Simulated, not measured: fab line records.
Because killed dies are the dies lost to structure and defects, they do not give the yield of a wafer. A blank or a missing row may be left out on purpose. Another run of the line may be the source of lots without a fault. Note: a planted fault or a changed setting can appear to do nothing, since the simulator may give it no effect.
Code-filled problem report in 8D (eight disciplines) form :: flow sky130 :: the parts of the form that need people (team, actions taken, sign-off) are left out

== 1. PROBLEM STATEMENT ==
Mean of oes product au at SKY_METAL3_METAL_ETCH_18: 0.985 a.u. across 2 wafers in 2 lots; on wafers with no fault it is 0.866 a.u. (standard deviation 0.0065). Measured from the usual mean, that is +18 standard deviations.
The step: etches the open film in Cl2/BCl3, stops on SiO2, target depth 845 nm, time 183.1 s.
First observed at day 41 08:40: wafer L448.3, on rie metal-01. The record has a number at this step for 42 wafers belonging to 14 lots. Rule for "out" (also "out of limits"): further than 4 standard deviations from the usual mean. The rest of the wafers with a number are treated as sound.

== 2. WHAT IT IS, WHAT IT ISN'T ==
question: which readings at this step
is: oes product au
is not: drypump motor current A, mfc cl2 sccm

question: which lots
is: L448, L450
is not: L439, L440, L441, L442, L443, L453, L454, L457, L458, L459, L460, L462

question: which wafers of those lots
is: L448.3, L450.5
is not: L448.1, L448.2, L450.2, L450.6

question: read on which tools
is: rie metal-01, rie metal-04
is not: rie metal-02

question: when
is: from day 41 08:40
is not: up to then (17 sound wafers); but 23 sound wafers of L450, L453, L454, L457, L458, L459, L460, L462 came after

== 3. WHAT RULES OUT EACH SUSPECT ==
Counting: any tool at a process step up to the reading remains a suspect provided it ran every lot that is out. Sound lots after the first of them don't rule it out here, since some wafers of a struck lot are sound.
- pvd sputter-02 at SKY_METAL3_SPUTTER_02 (material AlCu, target thk 735 nm, time 39.1 s): kept. It ran every lot that is out, first L448 (day 39 06:52); its last sound lot up to then is L441 (day 37 03:08).
After counting, what remains is pvd sputter-02 at SKY_METAL3_SPUTTER_02.

== 4. THE CAUSE (what the simulator had put in) ==
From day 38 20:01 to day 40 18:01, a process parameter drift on pvd sputter-02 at SKY_METAL3_SPUTTER_02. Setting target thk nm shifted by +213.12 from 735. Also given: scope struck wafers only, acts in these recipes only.
After counting, this tool was the only one left.

== 5. THE CHAIN OF EFFECTS, in route order ==
One row per reading whose mean, taken over the struck wafers that have a number, lies over 3 standard deviations from the usual. Readings are gone through only where the record gives a usual standard deviation; hours: the median, over the lots, of the time from a lot's start at the first step in this table giving one to that lot's start at this step; sigmas: the change measured in usual standard deviations.
hours: 0
step: SKY_METAL3_METAL_ETCH_18
reading: oes product au
usual: 0.866 a.u.
on struck wafers: 0.985
change: +0.119
sigmas: +18
Its process steps:
- SKY_METAL3_METAL_ETCH_18: etches the open film in Cl2/BCl3, stops on SiO2, target depth 845 nm, time 183.1 s.
At these later measuring or inspecting steps, every struck wafer for which the step has a row has a number for every such reading, and none has moved that far: SKY_VIA3_OVL_MEAS_13.

== 6. WHAT WOULD HAVE CAUGHT IT SOONER ==
First out-of-limits reading in this record: day 41 08:40, which is 61 hours after fault onset at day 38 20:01.
Of the tool readings at SKY_METAL3_SPUTTER_02 for which the record gives a usual standard deviation, none was out on any struck wafer, so an alarm limit of 4 standard deviations on them would not have fired.
Lots out: 2; all had begun SKY_METAL3_SPUTTER_02 on pvd sputter-02 by day 41 08:40. None of them would have been spared by holding the tool at that moment.
